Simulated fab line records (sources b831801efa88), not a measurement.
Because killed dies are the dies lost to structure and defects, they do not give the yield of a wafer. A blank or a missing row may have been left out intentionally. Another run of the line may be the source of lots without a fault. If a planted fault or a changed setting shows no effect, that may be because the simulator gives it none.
fab line records	flow sky130
[record] lots = 6	wafers = 18	last-day = 49
route steps=708 shown VIA1@467 METAL2@483 PAD_OPEN@708
lots that met no fault: from a run of the same line without faults
start-h: hours from the record's first day to the start of the lot's first wafer shown	wait-h: hours since the lot's step before	" same as the row above	L1.1+2: one row covering several wafers at once	- no value present, or no start provided	* or withheld: withheld	< > ~ a bound
route shown NAME@n: names a module that has steps shown in the file, with the first one's number in the route	usual: the fault-free wafers' mean and standard deviation	same: alike in all rows	chamber/n: place in a boat	sites: readings site by site	_std_site: standard deviation across them	_edge_site: inner sites' mean taken away from outer sites' mean	radius-mm: how far each site lies from the wafer's centre	mask NAME#n: copy n	behind: the tool/chamber that last shaped the wafer	hold: cause of the lot's hold/its duration in hours/its outcome	device: the transistor (n, p or np) that didn't switch	end of line: the tests these same wafers got at the end of their route	a step given without rows: its recipe and nothing more	killed: dies that structure and defects cost at the first sort, which is not the same as the wafer's yield	map: a wafer's dies, marking killed ones x, the rest . and places with no die _
set.NAME: setting as actually run; set.NAME@STEP: the setting as run at that earlier step	model.NAME: the simulator's own value behind a step, which no gauge read
lots seen at some steps along the route; tables by step, rows by wafer
services: when a tool's chamber went out of use (start-h, in hours from the record's first day, below 0 if earlier), for how many hours, and the reason
[[steps]]
[step SKY_VIA1_EXPOSE_09]
[recipe] mask-id = VIM	na = 0.8	source-shape = annular	sigma-inner = 0.55	sigma-outer = 0.85	target-cd-nm = 150	dose-mj = 38
[step SKY_VIA1_PEB_10]
[recipe] peb-temp-c = withheld	peb-time-s = withheld	resist = KrF-thick
[step SKY_VIA1_DEVELOP_11]
[recipe] develop-time-s = 60	resist = KrF-thick	dev-temp-c = 21
[step SKY_VIA1_CD_MEAS_12]
[recipe] target-cd-nm = 150
[usual] cd-nm = 151.1/1.8
lot.wafer	tool	chamber	start-h	wait-h	cd-nm
L866.2	cd-sem-01	-	786.19	-	150.5
L866.3	"	-	"	"	151.6
L866.4	"	-	"	"	154.1
L868.1	cd-sem-01	-	803.22	-	150.5
L868.5	"	-	"	"	152.1
L868.6	"	-	"	"	150.5
L869.1	cd-sem-02	-	810.76	-	152.9
L869.3	"	-	"	"	150.8
L869.4	"	-	"	"	152.7
L870.1	cd-sem-01	-	828.72	-	153.8
L870.2	"	-	"	"	150.6
L870.5	"	-	"	"	151.4
L880.1	cd-sem-02	-	906.81	-	151.9
L880.2	"	-	"	"	151.8
L880.6	"	-	"	"	151.0
L882.1	cd-sem-01	-	919.57	-	154.1
L882.2	"	-	"	"	153.6
L882.4	"	-	"	"	154.1
[step SKY_VIA1_OVL_MEAS_13]
[usual] VIA1_OVL = 0/4.6
lot.wafer	tool	chamber	start-h	wait-h	VIA1_OVL[nm]
L866.2	overlay-02	-	786.30	0.1	-2
L866.3	"	-	"	"	0
L866.4	"	-	"	"	2
L868.1	overlay-02	-	803.34	0.1	8
L868.5	"	-	"	"	5
L868.6	"	-	"	"	-3
L869.1	overlay-01	-	810.88	0.1	9
L869.3	"	-	"	"	6
L869.4	"	-	"	"	9
L870.1	overlay-02	-	828.84	0.1	-5
L870.2	"	-	"	"	-4
L870.5	"	-	"	"	-6
L880.1	overlay-01	-	906.93	0.1	4
L880.2	"	-	"	"	-1
L880.6	"	-	"	"	1
L882.1	overlay-02	-	919.69	0.1	-3
L882.2	"	-	"	"	1
L882.4	"	-	"	"	-2
[step SKY_VIA1_ETCH_14]
[recipe] chemistry = N2/H2	target = BARC	ion-energy-ev = 200	source-w = 500	bias-w = 100	pressure-mtorr = 30	n2-flow-sccm = 100	h2-flow-sccm = 200	stop-on = SiO2	time-s = 45.9	target-depth-a = 600
[usual] drypump-motor-current-A = 5.8/0.41	oes-product-au = 0.854/0.0052	throttle-valve-pct = 13.225/0.0088
lot.wafer	tool	chamber	start-h	wait-h	drypump-motor-current-A	oes-product-au	rf-hours-counter-h	throttle-valve-pct
L866.2	rie-diel-01	3	786.33	0.0	5.5	0.854	29	13.228
L866.3	"	2	"	"	5.8	0.862	8	13.232
L866.4	"	1	"	"	5.4	0.851	15	13.228
L868.1	rie-diel-04	1	803.38	0.0	5.7	0.855	3	13.228
L868.5	"	3	"	"	5.8	0.846	-	13.220
L868.6	"	1	"	"	5.7	0.855	-	13.229
L869.1	rie-diel-01	2	810.91	0.0	5.8	0.850	8	13.223
L869.3	"	3	"	"	5.6	0.854	30	13.221
L869.4	"	1	"	"	5.4	0.844	15	13.218
L870.1	rie-diel-01	2	828.88	0.0	5.8	0.846	9	13.232
L870.2	"	0	"	"	5.2	0.846	12	13.213
L870.5	"	0	"	"	5.2	0.858	-	13.221
L880.1	rie-diel-02	3	906.96	0.0	5.7	0.856	3	13.225
L880.2	"	0	"	"	6.0	0.848	7	13.224
L880.6	"	0	"	"	6.0	0.851	-	13.228
L882.1	rie-diel-04	1	919.73	0.0	5.7	0.855	6	13.222
L882.2	"	0	"	"	5.6	0.850	16	13.224
L882.4	"	2	"	"	6.6	0.857	3	13.216
[step SKY_VIA1_ETCH_15]
[recipe] target = SiO2	chemistry = C4F8/O2/Ar	target-depth-nm = 351	stop-on = TiN	mask-material = KrF-thick	source-w = 1500	bias-w = 1200	pressure-mtorr = 40	c4f8-flow-sccm = withheld	O2_flow_sccm = 6	Ar_flow_sccm = 300	time-s = 54
[usual] oes-product-au = 0.979/0.0061
lot.wafer	tool	chamber	start-h	wait-h	oes-product-au	rf-hours-counter-h
L866.2	rie-diel-01	3	786.37	0.0	0.977	29
L866.3	"	2	"	"	0.966	8
L866.4	"	1	"	"	0.973	15
L868.1	rie-diel-04	1	803.42	0.0	0.974	3
L868.5	"	3	"	"	0.972	-
L868.6	"	1	"	"	0.985	-
L869.1	rie-diel-01	2	810.95	0.0	0.979	8
L869.3	"	3	"	"	0.976	30
L869.4	"	1	"	"	0.978	15
L870.1	rie-diel-01	2	828.92	0.0	0.959	9
L870.2	"	0	"	"	0.976	12
L870.5	"	0	"	"	0.973	-
L880.1	rie-diel-02	3	907.00	0.0	0.985	3
L880.2	"	0	"	"	0.983	7
L880.6	"	0	"	"	0.986	-
L882.1	rie-diel-04	1	919.77	0.0	0.975	6
L882.2	"	0	"	"	0.985	16
L882.4	"	2	"	"	0.974	3
[step SKY_VIA1_STRIP_16]
[recipe] chemistry = O2/N2	power-w = 1400	pressure-mtorr = 1500	platen-temp-c = withheld	o2-flow-sccm = 3000	n2-flow-sccm = 300	overash-fraction = 0.5
[usual] drypump-motor-current-A = 5.7/0.74	oes-product-au = 0.417/0.0045	strip-time-to-endpoint-s = 4.476/0.022
lot.wafer	tool	chamber	start-h	wait-h	drypump-motor-current-A	oes-product-au	rf-hours-counter-h	strip-time-to-endpoint-s
L866.2	plasma-asher-04	0	786.42	0.0	6.6	0.424	97	4.484
L866.3	"	1	"	"	6.6	0.417	-	4.491
L866.4	"	0	"	"	6.6	0.422	-	4.476
L868.1	plasma-asher-03	0	803.47	0.0	4.9	0.417	6	4.460
L868.5	"	1	"	"	6.0	0.421	-	4.506
L868.6	"	0	"	"	4.9	0.416	-	4.475
L869.1	plasma-asher-01	0	811.00	0.0	4.7	0.404	68	4.515
L869.3	"	0	"	"	4.7	0.411	-	4.490
L869.4	"	1	"	"	6.3	0.423	-	4.507
L870.1	plasma-asher-01	0	828.97	0.0	4.7	0.415	69	4.487
L870.2	"	1	"	"	6.2	0.415	69	4.470
L870.5	"	1	"	"	6.2	0.413	-	4.465
L880.1	plasma-asher-01	1	907.05	0.0	6.3	0.421	78	4.447
L880.2	"	0	"	"	4.7	0.412	78	4.464
L880.6	"	0	"	"	4.7	0.405	-	4.450
L882.1	plasma-asher-03	1	919.82	0.0	5.9	0.411	18	4.466
L882.2	"	0	"	"	4.9	0.412	18	4.491
L882.4	"	1	"	"	6.0	0.422	-	4.487
[step SKY_VIA1_STRIP_17]
[recipe] chemistry = post-etch-residue-remover	time-s = 1200	temp-c = 72.5
[step SKY_VIA1_CLEAN_18]
[recipe] chemistry = IPA	time-s = 180	temp-c = 25
[step SKY_VIA1_CLEAN_19]
[recipe] chemistry = O3/DIW	dry = n2-spin
[step SKY_VIA1_SPUTTER_20]
[recipe] material = TiN	target-thk-nm = 20	chamber-pressure-pa = 5	power-w = 4000	time-s = 80
[usual] throttle-valve-pct = 29.8/0.68
lot.wafer	tool	chamber	start-h	wait-h	throttle-valve-pct
L866.2	pvd-sputter-04	-	787.01	0.0	30.3
L866.3	"	-	"	"	30.6
L866.4	"	-	"	"	29.7
L868.1	pvd-sputter-04	-	804.06	0.0	29.3
L868.5	"	-	"	"	30.6
L868.6	"	-	"	"	30.3
L869.1	pvd-sputter-01	-	811.63	0.0	30.0
L869.3	"	-	"	"	29.5
L869.4	"	-	"	"	29.0
L870.1	pvd-sputter-03	-	829.56	0.0	28.8
L870.2	"	-	"	"	30.4
L870.5	"	-	"	"	31.3
L880.1	pvd-sputter-01	-	907.72	0.0	29.1
L880.2	"	-	"	"	29.4
L880.6	"	-	"	"	28.8
L882.1	pvd-sputter-01	-	920.50	0.0	30.1
L882.2	"	-	"	"	28.6
L882.4	"	-	"	"	29.0
[step SKY_VIA1_CVD_21]
[recipe] material = W	target-thk-nm = 270	time-s = 80.902	temp-c = 400	pressure-torr = 40
[usual] heater-power-w = 834/99	susceptor-temp-C = 399.98/0.22
lot.wafer	tool	chamber	start-h	wait-h	heater-power-w	susceptor-temp-C	model.W_of_VIA1_CVD_21.thk-nm
L866.2	cvd-w-01	1	787.07	0.0	759	400.20	268.1
L866.3	"	0	"	"	908	399.96	268.8
L866.4	"	1	"	"	750	399.79	269.6
L868.1	cvd-w-01	1	804.12	0.0	771	399.77	267.7
L868.5	"	1	"	"	768	400.03	265.5
L868.6	"	0	"	"	913	400.27	267.6
L869.1	cvd-w-01	1	811.69	0.0	764	400.16	170.4
L869.3	"	0	"	"	904	399.85	269.1
L869.4	"	1	"	"	760	400.28	170.9
L870.1	cvd-w-01	1	829.62	0.0	766	399.93	170.2
L870.2	"	0	"	"	904	400.16	265.7
L870.5	"	0	"	"	896	400.05	262.7
L880.1	cvd-w-02	0	907.78	0.0	740	399.81	269
L880.2	"	1	"	"	961	399.58	269.6
L880.6	"	0	"	"	727	399.72	268.1
L882.1	cvd-w-02	1	920.56	0.0	952	400.19	267.9
L882.2	"	0	"	"	739	399.70	269.9
L882.4	"	1	"	"	972	400.25	270.8
[step SKY_VIA1_RS_MEAS_22]
[recipe] thk-meas-gauge = four-point-probe	reads = W_of_VIA1_CVD_21+TiN_of_VIA1_SPUTTER_20
[usual] VIA1_W_RS = 0.427/0.0041
lot.wafer	tool	chamber	start-h	wait-h	hold	VIA1_W_RS[ohm/sq]
L866.2	film-metro-02	-	787.18	0.1	-	0.430
L866.3	"	-	"	"	-	0.429
L866.4	"	-	"	"	-	0.428
L868.1	film-metro-03	-	804.22	0.1	-	0.431
L868.5	"	-	"	"	-	0.434
L868.6	"	-	"	"	-	0.430
L869.1	film-metro-01	-	811.91	0.2	await-dispo/0.2h/release	0.682
L869.3	"	-	"	"	await-dispo/0.2h/release	0.428
L869.4	"	-	"	"	await-dispo/0.2h/release	0.681
L869.1	film-metro-01	-	812.20	0.3	-	0.683
L869.3	"	-	"	"	-	0.429
L869.4	"	-	"	"	-	0.680
L870.1	film-metro-01	-	829.71	0.1	await-dispo/0.2h/release	0.683
L870.2	"	-	"	"	await-dispo/0.2h/release	0.435
L870.5	"	-	"	"	await-dispo/0.2h/release	0.439
L870.1	film-metro-01	-	830.09	0.4	-	0.684
L870.2	"	-	"	"	-	0.434
L870.5	"	-	"	"	-	0.438
L880.1	film-metro-01	-	907.88	0.1	-	0.427
L880.2	"	-	"	"	-	0.428
L880.6	"	-	"	"	-	0.429
L882.1	film-metro-03	-	920.69	0.1	-	0.429
L882.2	"	-	"	"	-	0.426
L882.4	"	-	"	"	-	0.426
[step SKY_VIA1_THK_MEAS_23]
[recipe] thk-meas-gauge = xrf	reads = W_of_VIA1_CVD_21
[usual] VIA1_W_THK = 278/3.7
lot.wafer	tool	chamber	start-h	wait-h	hold	VIA1_W_THK[nm]
L866.2	film-metro-02	-	787.29	0.1	-	280
L866.3	"	-	"	"	-	280
L866.4	"	-	"	"	-	282
L868.1	film-metro-03	-	804.34	0.1	-	273
L868.5	"	-	"	"	-	272
L868.6	"	-	"	"	-	274
L869.1	film-metro-01	-	814.11	1.9	await-dispo/0.2h/release	174
L869.3	"	-	"	"	await-dispo/0.2h/release	275
L869.4	"	-	"	"	await-dispo/0.2h/release	174
L869.1	film-metro-01	-	814.38	0.3	-	175
L869.3	"	-	"	"	-	276
L869.4	"	-	"	"	-	175
L870.1	film-metro-01	-	834.95	4.8	await-dispo/0.2h/release	174
L870.2	"	-	"	"	await-dispo/0.2h/release	273
L870.5	"	-	"	"	await-dispo/0.2h/release	268
L870.1	film-metro-01	-	835.25	0.3	-	175
L870.2	"	-	"	"	-	274
L870.5	"	-	"	"	-	271
L880.1	film-metro-01	-	908.00	0.1	-	280
L880.2	"	-	"	"	-	280
L880.6	"	-	"	"	-	279
L882.1	film-metro-03	-	920.81	0.1	-	273
L882.2	"	-	"	"	-	277
L882.4	"	-	"	"	-	278
[step SKY_VIA1_CMP_24]
[recipe] stop-on = SiO2	t-overpolish-s = 15	down-force-psi = 3.5	platen-rpm = 60	target-thk-nm = 0	pad-velocity-m-s = 0.94248
[usual] motor-current-A = 11.6/1.3	time-to-endpoint-s = 67.2/2.5
lot.wafer	tool	chamber	start-h	wait-h	hold	motor-current-A	time-to-endpoint-s
L866.3	cmp-01	2	787.39	0.1	-	12.5	66.7
L866.4	"	3	"	"	-	13.5	66.5
L866.2	"	0	"	"	-	11.3	65.9
L868.1	cmp-02	2	804.50	0.1	-	10.5	66.1
L868.6	"	0	"	"	-	13.0	67.6
L868.5	"	1	"	"	-	11.4	62.2
L869.3	cmp-01	1	817.36	2.9	await-dispo/2.9h/release	10.8	67.7
L869.1	"	2	"	"	await-dispo/2.9h/release	11.7	41.9
L869.4	"	3	"	"	await-dispo/2.9h/release	13.6	43.0
L870.1	cmp-01	0	837.59	2.3	await-dispo/2.3h/release	10.9	42.8
L870.2	"	2	"	"	await-dispo/2.3h/release	12.0	62.4
L870.5	"	1	"	"	await-dispo/2.3h/release	10.5	62.7
L880.2	cmp-01	0	908.06	0.0	-	10.7	66.9
L880.1	"	2	"	"	-	11.7	69.9
L880.6	"	0	"	"	-	11.3	66.4
L882.1	cmp-01	1	920.87	0.1	-	9.7	72.0
L882.4	"	3	"	"	-	13.6	69.5
L882.2	"	0	"	"	-	10.2	69.6
[step SKY_METAL2_SPUTTER_00]
[recipe] material = Ti	target-thk-nm = 15	power-w = 3000	time-s = 10	chamber-pressure-pa = 0.4
[usual] throttle-valve-pct = 30.0/0.75
lot.wafer	tool	chamber	start-h	wait-h	throttle-valve-pct
L866.2	pvd-sputter-02	-	787.64	0.1	30.0
L866.3	"	-	"	"	30.6
L866.4	"	-	"	"	29.3
L868.1	pvd-sputter-02	-	804.70	0.1	30.8
L868.5	"	-	"	"	30.0
L868.6	"	-	"	"	28.8
L869.1	pvd-sputter-02	-	817.66	0.2	29.9
L869.3	"	-	"	"	29.0
L869.4	"	-	"	"	30.6
L870.1	pvd-sputter-02	-	837.89	0.2	30.6
L870.2	"	-	"	"	29.7
L870.5	"	-	"	"	30.7
L880.1	pvd-sputter-04	-	908.36	0.1	29.4
L880.2	"	-	"	"	29.9
L880.6	"	-	"	"	29.4
L882.1	pvd-sputter-02	-	921.17	0.2	29.9
L882.2	"	-	"	"	30.7
L882.4	"	-	"	"	28.9
[step SKY_PAD_OPEN_PROBE_99]
[usual] defect-limited-yield = 82.5/1.9	killed_at_M0_to_M3 = 43/6.7	killed_at_M4_up = 3.2/1.9	killed-at-contacts = 24/5.9	killed-at-front-end = 15/4.1	killed-at-other = 0.3/0.56	killed-dies = 86/9.5	killed-on-rim = 17/3.7	killed-open = 47/7.4	killed-short = 39/5.5	sort_bin_3_pad_short = 0.8/0.4	sort_bin_5_function = 10.4/1.4	sort_bin_6_memory = 6.2/1.2	sort-n-pass = 406/9.5	sort-yield-pct = 82.5/1.9
[same] gross-dies = 492	killed-at-back-side = 0	sort_bin_4_leakage[%] = 0	sort_bin_8_speed[%] = 0
lot.wafer	tool	chamber	start-h	wait-h	defect-limited-yield[%]	killed_at_M0_to_M3	killed_at_M4_up	killed-at-contacts	killed-at-front-end	killed-at-other	killed-dies	killed-on-rim	killed-open	killed-short	sort_bin_3_pad_short[%]	sort_bin_5_function[%]	sort_bin_6_memory[%]	sort-n-pass	sort-yield-pct[%]
L866.2	prober-01	-	1070.57	0.1	79.7	42	3	40	15	0	100	20	58	42	1.2	10.8	8.3	392	79.7
L866.3	prober-01	-	1070.62	0.2	82.1	42	5	28	13	0	88	23	48	40	0.8	10.8	6.3	404	82.1
L866.4	prober-01	-	1070.67	0.2	82.5	49	0	30	7	0	86	13	47	39	0.8	10.8	5.9	406	82.5
L868.1	prober-01	-	1085.42	0.1	80.3	57	1	27	9	3	97	14	53	44	1.6	11.6	6.5	395	80.3
L868.5	prober-01	-	1085.62	0.2	80.5	39	2	34	20	1	96	23	61	35	0.2	14.0	5.3	396	80.5
L868.6	prober-01	-	1085.67	0.2	78.0	45	3	40	19	1	108	21	57	51	0.6	12.0	9.3	384	78.0
L869.1	prober-02	-	1090.93	0.1	84.8	39	2	22	12	0	75	14	44	31	1.0	9.8	4.5	417	84.8
L869.3	prober-02	-	1091.03	0.2	80.1	60	2	26	10	0	98	20	53	45	1.0	12.6	6.3	394	80.1
L869.4	prober-02	-	1091.08	0.2	83.9	29	5	30	14	1	79	18	45	34	1.2	8.7	6.1	413	83.9
L870.1	prober-01	-	1103.03	0.1	81.3	37	4	29	22	0	92	12	59	33	1.2	10.0	7.5	400	81.3
L870.2	prober-01	-	1103.08	0.1	82.3	44	1	26	14	2	87	22	40	47	0.8	9.1	7.7	405	82.3
L870.5	prober-01	-	1103.23	0.2	82.9	47	5	22	10	0	84	16	46	38	0.6	9.8	6.7	408	82.9
L880.1	prober-01	-	1162.20	0.1	82.3	35	4	37	11	0	87	21	40	47	0.4	11.8	5.5	405	82.3
L880.2	prober-01	-	1162.25	0.1	80.7	37	6	37	14	1	95	19	54	41	0.8	11.8	6.7	397	80.7
L880.6	prober-01	-	1162.45	0.2	85.0	38	3	14	19	0	74	10	33	41	0.6	10.2	4.3	418	85.0
L882.1	prober-01	-	1170.68	0.1	83.3	42	4	15	20	1	82	17	45	37	1.4	11.6	3.7	410	83.3
L882.2	prober-01	-	1170.73	0.1	79.9	60	2	22	13	2	99	21	53	46	1.8	11.6	6.7	393	79.9
L882.4	prober-01	-	1170.83	0.2	81.7	49	0	22	18	1	90	11	49	41	0.8	10.0	7.5	402	81.7
// killed by level:class
L866.2 CONTACT:geometric-particle:open=18 METAL1:geometric-particle:short=8 LI_CONTACT:geometric-particle:open=7 CONTACT:geometric-particle:short=7 VIA1:geometric-particle:open=7 VIA2:geometric-particle:open=6 FIELD_ISO:geometric-particle:open=5 METAL2:geometric-particle:short=5
L866.3 CONTACT:geometric-particle:open=14 VIA2:geometric-particle:open=8 LI_CONTACT:geometric-particle:open=7 VIA1:geometric-particle:short=6 VIA1:geometric-particle:open=6 LI_CONTACT:geometric-particle:short=5 METAL2:geometric-particle:short=5 METAL4:geometric-particle:short=5
L866.4 CONTACT:geometric-particle:open=15 VIA1:geometric-particle:short=9 VIA1:geometric-particle:open=8 VIA2:geometric-particle:open=7 LI_CONTACT:geometric-particle:open=6 VIA3:geometric-particle:open=6 METAL1:geometric-particle:short=5 CONTACT:geometric-particle:short=5
L868.1 VIA1:geometric-particle:open=14 VIA3:geometric-particle:open=10 METAL1:geometric-particle:short=8 METAL2:geometric-particle:short=8 LI_CONTACT:geometric-particle:short=7 CONTACT:geometric-particle:open=7 VIA1:geometric-particle:short=7 CONTACT:geometric-particle:short=4
L868.5 LI_CONTACT:geometric-particle:open=13 CONTACT:geometric-particle:open=12 FIELD_ISO:geometric-particle:open=9 VIA1:geometric-particle:open=8 METAL1:geometric-particle:short=7 VIA2:geometric-particle:open=5 VIA3:geometric-particle:open=5 METAL3:geometric-particle:short=4
L868.6 LI_CONTACT:geometric-particle:open=11 VIA1:geometric-particle:open=11 CONTACT:geometric-particle:open=10 LOCAL_INTERCONNECT:geometric-particle:short=9 VIA1:geometric-particle:short=8 VIA2:geometric-particle:open=7 METAL1:geometric-particle:short=6 VIA3:geometric-particle:open=5
L869.1 VIA1:geometric-particle:open=11 LI_CONTACT:geometric-particle:open=8 LOCAL_INTERCONNECT:geometric-particle:short=6 FIELD_ISO:geometric-particle:open=5 VIA2:geometric-particle:open=5 VIA1:geometric-particle:short=5 VIA3:geometric-particle:open=5 LI_CONTACT:geometric-particle:short=3
L869.3 VIA1:geometric-particle:open=16 LI_CONTACT:geometric-particle:open=13 VIA3:geometric-particle:open=10 METAL1:geometric-particle:short=8 LOCAL_INTERCONNECT:geometric-particle:short=7 VIA2:geometric-particle:short=6 VIA2:geometric-particle:open=6 VIA1:geometric-particle:short=5
L869.4 LI_CONTACT:geometric-particle:open=12 VIA3:geometric-particle:open=8 LOCAL_INTERCONNECT:geometric-particle:short=7 CONTACT:geometric-particle:open=6 FIELD_ISO:geometric-particle:short=5 VIA1:geometric-particle:open=5 LI_CONTACT:geometric-particle:short=4 METAL4:geometric-particle:short=4
L870.1 CONTACT:geometric-particle:open=13 VIA1:geometric-particle:open=9 VIA3:geometric-particle:open=8 FIELD_ISO:geometric-particle:open=7 LI_CONTACT:geometric-particle:open=7 CONTACT:geometric-particle:short=7 METAL1:geometric-particle:short=7 POLY_GATE:geometric-particle:open=5
L870.2 VIA1:geometric-particle:open=13 CONTACT:geometric-particle:short=9 CONTACT:geometric-particle:open=7 LI_CONTACT:geometric-particle:open=6 METAL1:geometric-particle:short=5 METAL2:geometric-particle:short=5 VIA3:geometric-particle:short=5 VIA3:geometric-particle:open=5
L870.5 VIA1:geometric-particle:open=10 CONTACT:geometric-particle:open=9 VIA3:geometric-particle:open=8 LI_CONTACT:geometric-particle:open=7 VIA3:geometric-particle:short=7 METAL4:geometric-particle:short=5 VIA1:geometric-particle:short=4 METAL2:geometric-particle:short=4
L880.1 CONTACT:geometric-particle:short=11 CONTACT:geometric-particle:open=9 LOCAL_INTERCONNECT:geometric-particle:short=8 VIA1:geometric-particle:open=8 METAL2:geometric-particle:short=7 VIA3:geometric-particle:open=6 LI_CONTACT:geometric-particle:open=5 VIA2:geometric-particle:open=4
L880.2 CONTACT:geometric-particle:open=17 LI_CONTACT:geometric-particle:open=8 VIA1:geometric-particle:open=8 VIA3:geometric-particle:open=5 POLY_GATE:geometric-particle:short=4 LI_CONTACT:geometric-particle:short=4 VIA2:geometric-particle:open=4 METAL4:geometric-particle:short=4
L880.6 VIA3:geometric-particle:short=6 POLY_GATE:geometric-particle:open=6 VIA1:geometric-particle:open=6 POLY_GATE:geometric-particle:short=5 CONTACT:geometric-particle:open=5 METAL2:geometric-particle:short=5 VIA3:geometric-particle:open=4 CONTACT:geometric-particle:short=4
L882.1 VIA1:geometric-particle:open=12 POLY_GATE:geometric-particle:short=7 VIA2:geometric-particle:open=7 CONTACT:geometric-particle:open=6 METAL1:geometric-particle:short=5 CONTACT:geometric-particle:short=5 POLY_GATE:geometric-particle:open=4 VIA1:geometric-particle:short=4
L882.2 VIA1:geometric-particle:open=11 LI_CONTACT:geometric-particle:open=9 VIA3:geometric-particle:open=9 METAL3:geometric-particle:short=9 METAL1:geometric-particle:short=7 CONTACT:geometric-particle:open=6 VIA2:geometric-particle:open=6 VIA1:geometric-particle:short=5
L882.4 VIA2:geometric-particle:open=9 CONTACT:geometric-particle:open=9 POLY_GATE:geometric-particle:short=7 LI_CONTACT:geometric-particle:open=6 METAL1:geometric-particle:short=6 METAL2:geometric-particle:short=6 VIA3:geometric-particle:open=5 VIA1:geometric-particle:open=5
[[services]]
tool	chamber	start-h	hours	kind
pvd-sputter-02	-	763.54	2.9	repair
cvd-w-02	-	771.61	6.0	pm
pvd-sputter-01	-	787.98	2.9	repair
plasma-asher-03	-	805.87	1.7	repair
rie-diel-04	0	817.50	3.2	repair
rie-diel-01	3	823.16	-	clean
rie-diel-01	3	823.16	22.5	scheduled-down
rie-diel-01	3	823.16	22.5	vent-cycle
cmp-01	-	823.34	2.7	repair
rie-diel-01	0	824.04	4.0	repair
pvd-sputter-01	-	831.88	1.1	repair
cmp-01	-	836.74	0.4	repair
rie-diel-04	-	846.25	0.6	repair
cmp-02	-	856.57	5.7	pm
pvd-sputter-01	-	861.93	0.6	repair
rie-diel-04	-	879.15	1.1	repair
pvd-sputter-04	-	887.68	1.5	repair
pvd-sputter-01	-	895.57	10.5	repair
plasma-asher-04	-	896.18	2.8	pm
cvd-w-01	-	904.00	14.0	pm
plasma-asher-04	-	904.44	11.5	repair
pvd-sputter-02	-	908.03	4.5	repair
cmp-02	-	910.91	1.6	repair
cmp-02	-	912.51	4.0	pm
[[key]]
[first-sign] step = SKY_VIA1_RS_MEAS_22	reading = visit	direction = added
[effect] step = SKY_VIA1_RS_MEAS_22	reading = VIA1_W_RS	direction = up	sigmas = 62	usual = 0.427	struck = 0.682
[effect] step = SKY_VIA1_THK_MEAS_23	reading = visit	direction = added
[effect] step = SKY_VIA1_THK_MEAS_23	reading = VIA1_W_THK	direction = down	sigmas = 28	usual = 278	struck = 174
[effect] step = SKY_VIA1_CMP_24	reading = time-to-endpoint-s	direction = down	sigmas = 9.7	usual = *	struck = *
[model-effect] step = SKY_VIA1_CVD_21	value = W_of_VIA1_CVD_21.thk-nm	without = 270.3	struck = 170.5
met-at SKY_VIA1_CVD_21
struck-wafers L869.1,L869.4,L870.1
onset-between 804.12 811.69
[fault] kind = process-parameter-drift	tool = cvd-w-01	chamber = -	onset-h = 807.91	steps = SKY_VIA1_CVD_21	channel = target-thk-nm	offset = -99.76	shape = step	end-h = 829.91	scope = struck-wafers-only	acts-in = these-recipes-only	stated = 270
